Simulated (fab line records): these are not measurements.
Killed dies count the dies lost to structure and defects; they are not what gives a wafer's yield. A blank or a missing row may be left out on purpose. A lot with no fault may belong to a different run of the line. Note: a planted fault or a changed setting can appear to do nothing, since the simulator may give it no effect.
fab line records	flow sky130
[record] lots = 13	wafers = 39	last_day = 50
route steps=708 shown SPACER@306 POLY_CUT@315 LI_CONTACT@385 LOCAL_INTERCONNECT@392 PAD_OPEN@708
lots that met no fault: from a run of the same line without faults
start_h: start of the lot's first displayed wafer, in hours after the record's first day	wait_h: hours since the lot's step before	" identical to the entry in the row above	L1.1+2: several wafers, shown together as one row	- no value, or no start was given	* or withheld: withheld	< > ~ a bound
route shown NAME@n: names a module that has steps shown in the file, with the first one's number in the route	usual: mean/standard deviation taken from wafers without a fault	same: alike in all rows	chamber/n: place in a boat	sites: per-site readings	_std_site: how widely they spread, as a standard deviation	_edge_site: outer sites' mean less inner sites'	radius_mm: how far each site lies from the wafer's centre	mask NAME#n: copy n	behind: the most recent tool/chamber to have shaped the wafer	hold: cause of the lot's hold/its duration in hours/its outcome	device: the n, p or np transistor that did not switch	end of line: tests of these same wafers at the route's end	a step with no rows: only its recipe	killed: dies that structure and defects cost at the first sort, which is not the same as the wafer's yield	map: a wafer's dies, marking killed ones x, the rest . and places with no die _
set.NAME: the setting that was run; set.NAME@STEP: the one run at that earlier step	model.NAME: the simulator's own value behind a step, which no gauge read
route steps across a sampled set of lots; one table per step, one row per wafer
services: when a tool's chamber went out of use (start_h, in hours from the record's first day, below 0 if earlier), for how many hours, and the reason
[[steps]]
[step SKY_SPACER_ETCHBACK_02]
[recipe] chemistry = CH3F/O2	target = Si3N4	stop_on = SiO2	source_w = 400	bias_w = 80	pressure_mtorr = 25	ch3f_flow_sccm = 40	O2_flow_sccm = 30	time_s = 46.7	target_depth_a = 450
[usual] bias_w = 80.05/0.25	drypump_motor_current_A = 6.0/0.43	oes_product_au = 0.857/0.007	throttle_valve_pct = 10.563/0.0097
[same] time_s = 46.7
lot.wafer	tool	chamber	start_h	wait_h	bias_w	drypump_motor_current_A	oes_product_au	rf_hours_counter_h	throttle_valve_pct
L637.2	rie_diel-02	0	561.62	0.0	79.90	6.0	0.855	8	10.557
L637.3	"	3	"	"	79.96	5.6	0.843	4	10.557
L637.4	"	2	"	"	80.64	6.2	0.855	-	10.568
L639.1	rie_diel-02	0	564.03	0.1	80.39	6.0	0.847	8	10.562
L639.3	"	2	"	"	80.01	6.2	0.847	1	10.571
L639.5	"	0	"	"	79.89	6.0	0.843	-	10.540
L640.2	rie_diel-01	2	571.78	0.0	80.33	6.5	0.857	5	10.559
L640.3	"	0	"	"	80.10	5.9	0.846	32	10.564
L640.5	"	3	"	"	80.07	5.4	0.841	-	10.552
L641.1	rie_diel-02	0	571.78	0.1	80.28	6.0	0.848	8	10.558
L641.2	"	3	"	"	79.93	5.6	0.843	4	10.567
L641.6	"	0	"	"	79.94	6.0	0.844	-	10.557
L642.4	rie_diel-02	1	575.35	0.0	79.83	5.3	0.857	5	10.554
L642.5	"	3	"	"	79.98	5.6	0.853	-	10.559
L642.6	"	0	"	"	80.40	6.0	0.850	-	10.578
L646.3	rie_diel-01	3	609.69	0.1	80.20	5.4	0.851	-	10.564
L646.4	"	2	"	"	79.98	6.5	0.862	-	10.565
L646.5	"	3	"	"	79.80	5.4	0.858	-	10.572
L647.1	rie_diel-02	3	613.55	0.1	80.08	5.6	0.862	5	10.560
L647.5	"	1	"	"	79.91	5.3	0.863	-	10.565
L647.6	"	2	"	"	79.83	6.2	0.862	-	10.557
L648.1	rie_diel-02	3	623.02	0.1	79.80	5.6	0.866	5	10.542
L648.3	"	2	"	"	80.01	6.2	0.858	3	10.562
L648.4	"	1	"	"	79.68	5.3	0.855	6	10.585
L652.3	rie_diel-02	0	658.71	0.0	80.23	6.0	0.861	10	10.562
L652.4	"	1	"	"	79.61	5.3	0.856	7	10.563
L652.6	"	3	"	"	79.72	5.6	0.862	-	10.570
L655.1	rie_diel-02	2	677.21	0.1	79.87	6.2	0.847	4	10.556
L655.2	"	1	"	"	79.77	5.3	0.851	7	10.565
L655.6	"	1	"	"	80.04	5.4	0.856	-	10.558
L658.1	rie_diel-03	1	722.84	0.1	80.29	5.9	0.854	36	10.569
L658.4	"	0	"	"	80.35	6.0	0.858	8	10.568
L658.6	"	0	"	"	79.93	6.0	0.871	-	10.560
L659.2	rie_diel-01	3	724.97	0.0	80.14	5.5	0.851	17	10.566
L659.4	"	0	"	"	80.41	5.9	0.861	34	10.569
L659.6	"	0	"	"	79.86	5.9	0.860	-	10.580
L660.2	rie_diel-03	2	726.18	0.0	80.37	6.6	0.853	11	10.557
L660.4	"	1	"	"	79.97	5.9	0.852	36	10.551
L660.5	"	1	"	"	79.70	5.9	0.854	-	10.559
[step SKY_POLY_CUT_CD_MEAS_08]
[recipe] target_cd_nm = 270
[usual] cd_nm = 269.9/1.4
lot.wafer	tool	chamber	start_h	wait_h	cd_nm
L637.2	cd_sem-01	-	591.07	-	269.6
L637.3	"	-	"	"	270.7
L637.4	"	-	"	"	270.2
L639.1	cd_sem-02	-	593.95	-	274.3
L639.3	"	-	"	"	273.0
L639.5	"	-	"	"	273.3
L641.1	cd_sem-02	-	601.34	-	268.2
L641.2	"	-	"	"	268.6
L641.6	"	-	"	"	268.2
L640.2	cd_sem-02	-	601.67	-	271.0
L640.3	"	-	"	"	269.8
L640.5	"	-	"	"	271.8
L642.4	cd_sem-01	-	604.90	-	268.7
L642.5	"	-	"	"	269.4
L642.6	"	-	"	"	270.2
L646.3	cd_sem-02	-	638.39	-	269.3
L646.4	"	-	"	"	269.8
L646.5	"	-	"	"	267.6
L647.1	cd_sem-01	-	642.14	-	269.0
L647.5	"	-	"	"	269.4
L647.6	"	-	"	"	270.3
L648.1	cd_sem-01	-	651.70	-	271.6
L648.3	"	-	"	"	271.3
L648.4	"	-	"	"	269.2
L652.3	cd_sem-02	-	686.53	-	270.1
L652.4	"	-	"	"	269.3
L652.6	"	-	"	"	271.2
L655.1	cd_sem-01	-	704.89	-	267.6
L655.2	"	-	"	"	269.0
L655.6	"	-	"	"	267.2
L658.1	cd_sem-01	-	750.29	-	267.4
L658.4	"	-	"	"	268.9
L658.6	"	-	"	"	268.7
L659.2	cd_sem-02	-	752.07	-	268.7
L659.4	"	-	"	"	268.0
L659.6	"	-	"	"	268.1
L660.2	cd_sem-01	-	752.87	-	269.8
L660.4	"	-	"	"	269.1
L660.5	"	-	"	"	268.9
[step SKY_LI_CONTACT_THK_MEAS_23]
[recipe] thk_meas_gauge = xrf	reads = W_of_LI_CONTACT_CVD_21
[usual] LI_CONTACT_W_THK = 414/6.8
lot.wafer	tool	chamber	start_h	wait_h	LI_CONTACT_W_THK[nm]
L637.2	film_metro-04	-	706.27	0.1	408
L637.3	"	-	"	"	419
L637.4	"	-	"	"	412
L639.1	film_metro-01	-	711.25	0.1	402
L639.3	"	-	"	"	401
L639.5	"	-	"	"	407
L641.1	film_metro-03	-	718.75	0.1	409
L641.2	"	-	"	"	413
L641.6	"	-	"	"	412
L640.2	film_metro-04	-	718.88	0.1	422
L640.3	"	-	"	"	420
L640.5	"	-	"	"	421
L642.4	film_metro-03	-	720.14	0.1	420
L642.5	"	-	"	"	416
L642.6	"	-	"	"	422
L646.3	film_metro-03	-	752.22	0.1	416
L646.4	"	-	"	"	415
L646.5	"	-	"	"	419
L647.1	film_metro-01	-	755.93	0.1	408
L647.5	"	-	"	"	405
L647.6	"	-	"	"	410
L648.1	film_metro-01	-	765.23	0.1	407
L648.3	"	-	"	"	416
L648.4	"	-	"	"	406
L652.3	film_metro-04	-	797.60	0.1	414
L652.4	"	-	"	"	414
L652.6	"	-	"	"	419
L655.1	film_metro-01	-	814.10	0.1	408
L655.2	"	-	"	"	409
L655.6	"	-	"	"	403
L658.1	film_metro-01	-	858.86	0.1	402
L658.4	"	-	"	"	409
L658.6	"	-	"	"	411
L659.2	film_metro-03	-	860.03	0.1	413
L659.4	"	-	"	"	415
L659.6	"	-	"	"	411
L660.2	film_metro-04	-	862.58	0.1	415
L660.4	"	-	"	"	411
L660.5	"	-	"	"	413
[step SKY_LOCAL_INTERCONNECT_COAT_05]
[recipe] resist = BARC	temp_c = withheld	time_s = withheld	spin_rpm = 3000	resist_thk_nm = 60
[usual] spin_speed_rpm = 3000.5/1.8
lot.wafer	tool	chamber	start_h	wait_h	spin_speed_rpm
L637.2	litho_track-02	0	719.68	0.1	2997.7
L637.3	"	0	"	"	3000.5
L637.4	"	0	"	"	2997.4
L639.1	litho_track-01	0	725.08	0.1	2999.7
L639.3	"	0	"	"	3001.3
L639.5	"	0	"	"	3000.1
L641.1	litho_track-02	0	732.30	0.1	2999.2
L641.2	"	0	"	"	2999.8
L641.6	"	0	"	"	3000.9
L640.2	litho_track-01	0	732.46	0.1	2998.7
L640.3	"	0	"	"	2997.6
L640.5	"	0	"	"	2999.9
L642.4	litho_track-04	0	734.42	0.1	2997.3
L642.5	"	0	"	"	2998.6
L642.6	"	0	"	"	3001.8
L646.3	litho_track-01	0	765.88	0.1	3090.8
L646.4	"	0	"	"	3091.3
L646.5	"	0	"	"	3089.6
L647.1	litho_track-01	0	769.98	0.1	3088.1
L647.5	"	0	"	"	3090.8
L647.6	"	0	"	"	3088.6
L648.1	litho_track-01	0	778.13	0.1	3085.5
L648.3	"	0	"	"	3088.4
L648.4	"	0	"	"	3087.7
L652.3	litho_track-02	0	811.35	0.1	3001.7
L652.4	"	0	"	"	3001.0
L652.6	"	0	"	"	3002.9
L655.1	litho_track-04	0	827.69	0.1	2998.8
L655.2	"	0	"	"	3000.4
L655.6	"	0	"	"	3001.0
L658.1	litho_track-04	0	871.99	0.1	3001.3
L658.4	"	0	"	"	3001.5
L658.6	"	0	"	"	3002.6
L659.2	litho_track-02	0	873.08	0.1	3000.5
L659.4	"	0	"	"	2998.8
L659.6	"	0	"	"	3000.9
L660.2	litho_track-02	0	875.68	0.1	3002.6
L660.4	"	0	"	"	3004.2
L660.5	"	0	"	"	3005.1
[step SKY_PAD_OPEN_PROBE_99]
[usual] killed_at_M0_to_M3 = 44/7.1	killed_at_M4_up = 3.0/1.9	killed_at_contacts = 25/5.6	killed_at_front_end = 14/4.1	killed_at_other = 0.2/0.44	killed_dies = 86/9.1	killed_on_rim = 17/3.7	killed_open = 47/7.4	killed_short = 39/5.7
[same] gross_dies = 492	killed_at_back_side = 0
lot.wafer	tool	chamber	start_h	wait_h	killed_at_M0_to_M3	killed_at_M4_up	killed_at_contacts	killed_at_front_end	killed_at_other	killed_dies	killed_on_rim	killed_open	killed_short
L637.2	prober-02	-	1091.77	0.1	41	1	28	12	0	82	13	44	38
L637.3	prober-02	-	1091.82	0.2	39	1	38	13	0	91	18	52	39
L637.4	prober-02	-	1091.87	0.2	33	6	23	19	0	81	9	41	38
L639.1	prober-01	-	1095.57	0.1	57	5	24	11	0	97	17	56	41
L639.3	prober-01	-	1095.67	0.2	45	2	22	10	0	79	11	39	40
L639.5	prober-01	-	1095.77	0.2	37	1	27	12	0	77	11	39	38
L641.1	prober-02	-	1101.99	0.1	40	4	23	13	0	80	16	52	28
L641.2	prober-02	-	1102.04	0.1	37	4	30	18	0	89	18	53	36
L641.6	prober-02	-	1102.24	0.2	34	3	24	18	0	79	15	47	32
L640.2	prober-01	-	1102.39	0.1	47	0	11	22	0	80	21	40	40
L640.3	prober-01	-	1102.44	0.2	42	0	28	16	0	86	17	44	42
L640.5	prober-01	-	1102.54	0.2	58	4	21	17	0	100	15	47	53
L642.4	prober-02	-	1103.74	0.2	46	3	23	12	0	84	21	51	33
L642.5	prober-02	-	1103.79	0.2	38	5	21	15	1	80	21	46	34
L642.6	prober-02	-	1103.84	0.2	37	4	20	19	0	80	21	36	44
L646.3	prober-01	-	1127.21	0.2	38	4	27	12	0	81	18	41	36
L646.4	prober-01	-	1127.26	0.2	48	1	15	16	1	81	18	50	31
L646.5	prober-01	-	1127.31	0.2	37	3	27	10	0	77	15	48	29
L647.1	prober-02	-	1128.98	0.1	38	3	30	21	0	92	19	48	44
L647.5	prober-02	-	1129.18	0.2	43	8	32	13	0	96	17	51	45
L647.6	prober-02	-	1129.23	0.2	41	2	29	21	1	94	16	50	44
L648.1	prober-01	-	1140.12	0.1	50	5	19	12	0	86	15	45	41
L648.3	prober-01	-	1140.22	0.2	52	0	31	16	1	100	23	50	50
L648.4	prober-01	-	1140.27	0.2	36	7	29	18	0	90	15	48	42
L652.3	prober-01	-	1164.28	0.2	37	1	39	11	0	88	15	49	39
L652.4	prober-01	-	1164.33	0.2	44	4	21	12	0	81	15	41	40
L652.6	prober-01	-	1164.43	0.2	35	1	22	11	0	69	9	37	32
L655.1	prober-01	-	1170.42	0.1	39	3	17	13	0	72	11	38	34
L655.2	prober-01	-	1170.47	0.1	41	4	25	11	0	81	11	42	39
L655.6	prober-01	-	1170.67	0.2	44	1	18	13	0	76	15	40	36
L659.2	prober-02	-	1204.37	0.1	40	2	28	17	0	87	17	38	49
L659.4	prober-02	-	1204.47	0.2	32	6	21	20	0	79	15	33	46
L659.6	prober-02	-	1204.57	0.2	42	2	28	15	0	87	19	49	38
L658.1	prober-01	-	1206.06	0.1	55	2	30	12	0	99	21	46	53
L658.4	prober-01	-	1206.21	0.2	42	2	24	20	0	88	19	49	39
L658.6	prober-01	-	1206.31	0.2	53	3	22	13	0	91	23	48	43
L660.2	prober-02	-	1208.25	0.1	47	2	33	9	1	92	23	49	43
L660.4	prober-02	-	1208.35	0.2	49	2	29	15	0	95	22	61	34
L660.5	prober-02	-	1208.40	0.2	54	1	19	24	0	98	19	50	48
// killed by level:class
L637.2 CONTACT:geometric_particle:open=12 VIA1:geometric_particle:open=11 CONTACT:geometric_particle:short=6 VIA3:geometric_particle:open=6 LI_CONTACT:geometric_particle:open=5 METAL1:geometric_particle:short=5 LOCAL_INTERCONNECT:geometric_particle:short=4 VIA1:geometric_particle:short=4
L637.3 CONTACT:geometric_particle:open=18 LI_CONTACT:geometric_particle:open=11 METAL1:geometric_particle:short=8 VIA1:geometric_particle:open=8 VIA2:geometric_particle:short=6 POLY_GATE:geometric_particle:short=5 VIA3:geometric_particle:open=5 METAL2:geometric_particle:short=4
L637.4 LI_CONTACT:geometric_particle:open=7 CONTACT:geometric_particle:open=7 METAL4:geometric_particle:short=6 FIELD_ISO:geometric_particle:short=5 CONTACT:geometric_particle:short=5 VIA1:geometric_particle:open=5 METAL2:geometric_particle:short=5 VIA3:geometric_particle:open=5
L639.1 VIA1:geometric_particle:open=16 VIA2:geometric_particle:open=10 LOCAL_INTERCONNECT:geometric_particle:short=8 VIA3:geometric_particle:open=8 LI_CONTACT:geometric_particle:open=7 METAL2:geometric_particle:short=7 METAL1:geometric_particle:short=5 CONTACT:geometric_particle:open=5
L639.3 VIA1:geometric_particle:short=12 CONTACT:geometric_particle:open=10 VIA1:geometric_particle:open=8 VIA2:geometric_particle:open=7 VIA3:geometric_particle:open=6 LOCAL_INTERCONNECT:geometric_particle:short=5 METAL1:geometric_particle:short=5 POLY_GATE:geometric_particle:short=3
L639.5 CONTACT:geometric_particle:open=11 CONTACT:geometric_particle:short=7 VIA1:geometric_particle:open=7 VIA1:geometric_particle:short=6 METAL1:geometric_particle:short=5 VIA2:geometric_particle:open=5 VIA3:geometric_particle:open=5 LOCAL_INTERCONNECT:geometric_particle:short=4
L641.1 CONTACT:geometric_particle:open=11 VIA1:geometric_particle:open=9 VIA3:geometric_particle:open=8 VIA2:geometric_particle:open=5 POLY_GATE:geometric_particle:open=4 VIA3:geometric_particle:short=4 LI_CONTACT:geometric_particle:open=4 CONTACT:geometric_particle:short=4
L641.2 CONTACT:geometric_particle:open=9 VIA1:geometric_particle:open=8 CONTACT:geometric_particle:short=8 VIA2:geometric_particle:open=8 FIELD_ISO:geometric_particle:open=7 VIA3:geometric_particle:open=6 LI_CONTACT:geometric_particle:open=5 POLY_GATE:geometric_particle:short=4
L641.6 CONTACT:geometric_particle:open=12 POLY_GATE:geometric_particle:open=7 VIA1:geometric_particle:open=7 VIA3:geometric_particle:open=6 LOCAL_INTERCONNECT:geometric_particle:short=5 LI_CONTACT:geometric_particle:open=5 FIELD_ISO:geometric_particle:open=4 VIA1:geometric_particle:short=4
L640.2 METAL2:geometric_particle:short=9 VIA3:geometric_particle:open=7 VIA1:geometric_particle:short=6 VIA1:geometric_particle:open=6 VIA2:geometric_particle:open=6 POLY_GATE:geometric_particle:short=4 POLY_GATE:geometric_particle:open=4 CONTACT:geometric_particle:open=4
L640.3 VIA1:geometric_particle:open=12 CONTACT:geometric_particle:open=9 FIELD_ISO:geometric_particle:short=8 LI_CONTACT:geometric_particle:open=8 LOCAL_INTERCONNECT:geometric_particle:short=6 METAL1:geometric_particle:short=6 METAL3:geometric_particle:short=5 POLY_GATE:geometric_particle:open=4
L640.5 VIA1:geometric_particle:open=11 VIA2:geometric_particle:open=10 METAL1:geometric_particle:short=9 METAL2:geometric_particle:short=8 POLY_GATE:geometric_particle:short=7 VIA1:geometric_particle:short=7 LI_CONTACT:geometric_particle:short=5 LOCAL_INTERCONNECT:geometric_particle:short=5
L642.4 CONTACT:geometric_particle:open=10 VIA3:geometric_particle:open=10 VIA1:geometric_particle:open=10 VIA2:geometric_particle:open=7 LI_CONTACT:geometric_particle:open=6 VIA2:geometric_particle:short=6 FIELD_ISO:geometric_particle:open=4 POLY_GATE:geometric_particle:open=4
L642.5 VIA1:geometric_particle:open=11 VIA2:geometric_particle:open=8 LI_CONTACT:geometric_particle:open=7 LOCAL_INTERCONNECT:geometric_particle:short=5 CONTACT:geometric_particle:open=5 METAL3:geometric_particle:short=5 VIA3:geometric_particle:open=5 FIELD_ISO:geometric_particle:open=4
L642.6 CONTACT:geometric_particle:open=7 VIA1:geometric_particle:open=6 VIA2:geometric_particle:open=5 POLY_GATE:geometric_particle:short=5 CONTACT:geometric_particle:short=5 VIA2:geometric_particle:short=5 FIELD_ISO:geometric_particle:open=4 VIA1:geometric_particle:short=4
L646.3 LI_CONTACT:geometric_particle:open=9 VIA2:geometric_particle:open=8 CONTACT:geometric_particle:open=6 METAL1:geometric_particle:short=6 VIA1:geometric_particle:open=6 LOCAL_INTERCONNECT:geometric_particle:short=5 METAL2:geometric_particle:short=5 LI_CONTACT:geometric_particle:short=4
L646.4 VIA1:geometric_particle:open=11 VIA2:geometric_particle:open=8 VIA3:geometric_particle:open=8 CONTACT:geometric_particle:open=7 POLY_GATE:geometric_particle:open=5 LI_CONTACT:geometric_particle:open=5 METAL2:geometric_particle:short=5 FIELD_ISO:geometric_particle:open=3
L646.5 CONTACT:geometric_particle:open=10 VIA3:geometric_particle:open=10 LI_CONTACT:geometric_particle:open=7 VIA1:geometric_particle:open=5 VIA2:geometric_particle:open=5 FIELD_ISO:geometric_particle:short=4 LI_CONTACT:geometric_particle:short=4 METAL1:geometric_particle:short=4
L647.1 CONTACT:geometric_particle:open=11 LI_CONTACT:geometric_particle:open=10 METAL2:geometric_particle:short=8 VIA2:geometric_particle:open=8 POLY_GATE:geometric_particle:short=7 FIELD_ISO:geometric_particle:short=6 METAL1:geometric_particle:short=5 VIA1:geometric_particle:short=5
L647.5 CONTACT:geometric_particle:open=9 VIA3:geometric_particle:open=8 LI_CONTACT:geometric_particle:short=7 CONTACT:geometric_particle:short=7 FIELD_ISO:geometric_particle:short=6 METAL1:geometric_particle:short=6 VIA1:geometric_particle:open=6 LI_CONTACT:geometric_particle:open=5
L647.6 VIA1:geometric_particle:open=14 LI_CONTACT:geometric_particle:open=9 FIELD_ISO:geometric_particle:open=7 METAL1:geometric_particle:short=7 CONTACT:geometric_particle:open=6 LOCAL_INTERCONNECT:geometric_particle:short=5 POLY_GATE:geometric_particle:short=4 LI_CONTACT:geometric_particle:short=4
L648.1 VIA2:geometric_particle:open=11 VIA1:geometric_particle:open=8 LI_CONTACT:geometric_particle:open=7 CONTACT:geometric_particle:open=7 VIA1:geometric_particle:short=6 METAL2:geometric_particle:short=5 METAL3:geometric_particle:short=4 SPACER:geometric_particle:short=4
L648.3 VIA1:geometric_particle:open=13 METAL2:geometric_particle:short=11 CONTACT:geometric_particle:open=8 LI_CONTACT:geometric_particle:open=7 VIA3:geometric_particle:open=7 LOCAL_INTERCONNECT:geometric_particle:short=6 CONTACT:geometric_particle:short=5 FIELD_ISO:geometric_particle:short=4
L648.4 LI_CONTACT:geometric_particle:open=9 CONTACT:geometric_particle:open=8 FIELD_ISO:geometric_particle:open=7 VIA1:geometric_particle:open=7 POLY_GATE:geometric_particle:short=5 METAL2:geometric_particle:short=5 CONTACT:geometric_particle:short=5 VIA2:geometric_particle:short=5
L652.3 CONTACT:geometric_particle:open=16 LI_CONTACT:geometric_particle:open=10 VIA1:geometric_particle:open=9 METAL2:geometric_particle:short=6 CONTACT:geometric_particle:short=5 VIA3:geometric_particle:open=5 FIELD_ISO:geometric_particle:open=4 LOCAL_INTERCONNECT:geometric_particle:short=4
L652.4 CONTACT:geometric_particle:open=8 METAL2:geometric_particle:short=8 METAL1:geometric_particle:short=7 VIA3:geometric_particle:open=6 VIA1:geometric_particle:short=6 VIA3:geometric_particle:short=5 FIELD_ISO:geometric_particle:open=5 VIA2:geometric_particle:open=5
L652.6 VIA1:geometric_particle:open=10 CONTACT:geometric_particle:open=8 VIA2:geometric_particle:open=6 CONTACT:geometric_particle:short=5 FIELD_ISO:geometric_particle:short=4 METAL2:geometric_particle:short=4 VIA2:geometric_particle:short=3 LI_CONTACT:geometric_particle:open=3
L655.1 CONTACT:geometric_particle:open=9 VIA1:geometric_particle:open=9 METAL1:geometric_particle:short=6 VIA3:geometric_particle:open=6 VIA2:geometric_particle:open=5 POLY_GATE:geometric_particle:short=4 FIELD_ISO:geometric_particle:short=3 CONTACT:geometric_particle:short=3
L655.2 LI_CONTACT:geometric_particle:open=11 METAL1:geometric_particle:short=11 CONTACT:geometric_particle:open=9 VIA1:geometric_particle:open=7 METAL2:geometric_particle:short=6 VIA2:geometric_particle:open=4 METAL3:geometric_particle:short=4 METAL4:geometric_particle:short=4
L655.6 VIA1:geometric_particle:open=8 VIA1:geometric_particle:short=7 CONTACT:geometric_particle:open=6 VIA2:geometric_particle:open=6 METAL2:geometric_particle:short=6 FIELD_ISO:geometric_particle:open=5 LI_CONTACT:geometric_particle:open=5 METAL1:geometric_particle:short=5
L659.2 LI_CONTACT:geometric_particle:open=10 METAL1:geometric_particle:short=8 VIA1:geometric_particle:open=7 POLY_GATE:geometric_particle:short=6 VIA1:geometric_particle:short=5 LI_CONTACT:geometric_particle:short=5 CONTACT:geometric_particle:short=5 CONTACT:geometric_particle:open=5
L659.4 CONTACT:geometric_particle:open=8 LI_CONTACT:geometric_particle:open=7 VIA3:geometric_particle:short=6 FIELD_ISO:geometric_particle:short=5 POLY_GATE:geometric_particle:short=5 VIA2:geometric_particle:open=5 METAL1:geometric_particle:short=4 METAL3:geometric_particle:short=4
L659.6 CONTACT:geometric_particle:open=13 VIA2:geometric_particle:open=8 VIA3:geometric_particle:open=7 CONTACT:geometric_particle:short=5 METAL2:geometric_particle:short=5 FIELD_ISO:geometric_particle:open=4 POLY_GATE:geometric_particle:short=4 VIA3:geometric_particle:short=4
L658.1 VIA1:geometric_particle:open=16 METAL1:geometric_particle:short=9 LI_CONTACT:geometric_particle:open=8 CONTACT:geometric_particle:short=8 CONTACT:geometric_particle:open=8 VIA2:geometric_particle:short=8 LI_CONTACT:geometric_particle:short=5 METAL2:geometric_particle:short=5
L658.4 VIA1:geometric_particle:open=10 CONTACT:geometric_particle:open=8 METAL1:geometric_particle:short=7 CONTACT:geometric_particle:short=6 VIA1:geometric_particle:short=6 VIA3:geometric_particle:open=6 POLY_GATE:geometric_particle:short=5 FIELD_ISO:geometric_particle:open=4
L658.6 VIA1:geometric_particle:open=9 CONTACT:geometric_particle:open=8 VIA2:geometric_particle:open=8 CONTACT:geometric_particle:short=7 METAL2:geometric_particle:short=6 VIA3:geometric_particle:open=6 METAL1:geometric_particle:short=5 FIELD_ISO:geometric_particle:open=4
L660.2 VIA1:geometric_particle:open=13 VIA3:geometric_particle:open=9 CONTACT:geometric_particle:short=8 VIA2:geometric_particle:open=8 LI_CONTACT:geometric_particle:short=7 CONTACT:geometric_particle:open=7 LI_CONTACT:geometric_particle:open=6 LOCAL_INTERCONNECT:geometric_particle:short=5
L660.4 VIA1:geometric_particle:open=16 CONTACT:geometric_particle:open=14 FIELD_ISO:geometric_particle:open=7 VIA1:geometric_particle:short=7 CONTACT:geometric_particle:short=6 VIA2:geometric_particle:open=6 METAL2:geometric_particle:short=5 LI_CONTACT:geometric_particle:open=4
L660.5 VIA1:geometric_particle:open=14 CONTACT:geometric_particle:open=10 VIA1:geometric_particle:short=9 METAL2:geometric_particle:short=9 FIELD_ISO:geometric_particle:short=8 FIELD_ISO:geometric_particle:open=7 VIA3:geometric_particle:open=5 VIA2:geometric_particle:open=5
[[services]]
tool	chamber	start_h	hours	kind
rie_diel-01	0	541.02	4.1	repair
rie_diel-03	0	542.79	3.9	repair
rie_diel-01	2	543.51	16.0	repair
rie_diel-01	-	545.87	1.1	repair
rie_diel-02	-	548.77	1.0	repair
rie_diel-02	1	551.71	3.1	repair
rie_diel-02	1	558.77	5.4	repair
rie_diel-03	-	568.95	14.6	pm
rie_diel-03	0	585.55	9.6	repair
rie_diel-01	1	607.37	-	clean
rie_diel-01	1	607.37	15.0	scheduled_down
rie_diel-01	1	607.37	15.0	vent_cycle
rie_diel-01	0	609.60	13.8	repair
rie_diel-03	1	609.83	4.4	repair
rie_diel-01	-	639.48	2.8	pm
rie_diel-03	1	645.73	4.5	repair
rie_diel-01	3	695.37	4.6	repair
rie_diel-01	0	783.74	-	clean
rie_diel-02	-	800.73	1.5	repair
rie_diel-01	3	814.97	6.0	repair
rie_diel-01	2	837.97	30.5	repair
rie_diel-02	0	838.67	5.3	repair
rie_diel-03	2	844.74	7.2	repair
rie_diel-01	-	865.71	1.4	repair
[[key]]
[first_sign] step = SKY_LOCAL_INTERCONNECT_COAT_05	reading = spin_speed_rpm	direction = up	sigmas = 48	usual = 3000.5	struck = 3089.0
effect none on later readings
met_at SKY_LOCAL_INTERCONNECT_COAT_05
struck_lots L646,L647,L648
tester_left_out L646,L647,L648
not_acting_at SKY_SPACER_ETCHBACK_02,SKY_POLY_CUT_CD_MEAS_08,SKY_LI_CONTACT_THK_MEAS_23
onset_between 732.46 765.88
[fault] kind = process_parameter_drift	tool = litho_track-01	chamber = -	onset_h = 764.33	steps = SKY_LOCAL_INTERCONNECT_COAT_05	channel = spin_rpm	offset = 88.505	shape = step	end_h = 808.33	acts_in = these_recipes_only	stated = 3000
// tester_left_out: of these lots the tester's yield and bins aren't shown, on N5 and GAA mostly nor the transistor test; their killed dies are dies lost to structure and defects alone, not to doping, threshold or leakage, so they don't give the yield
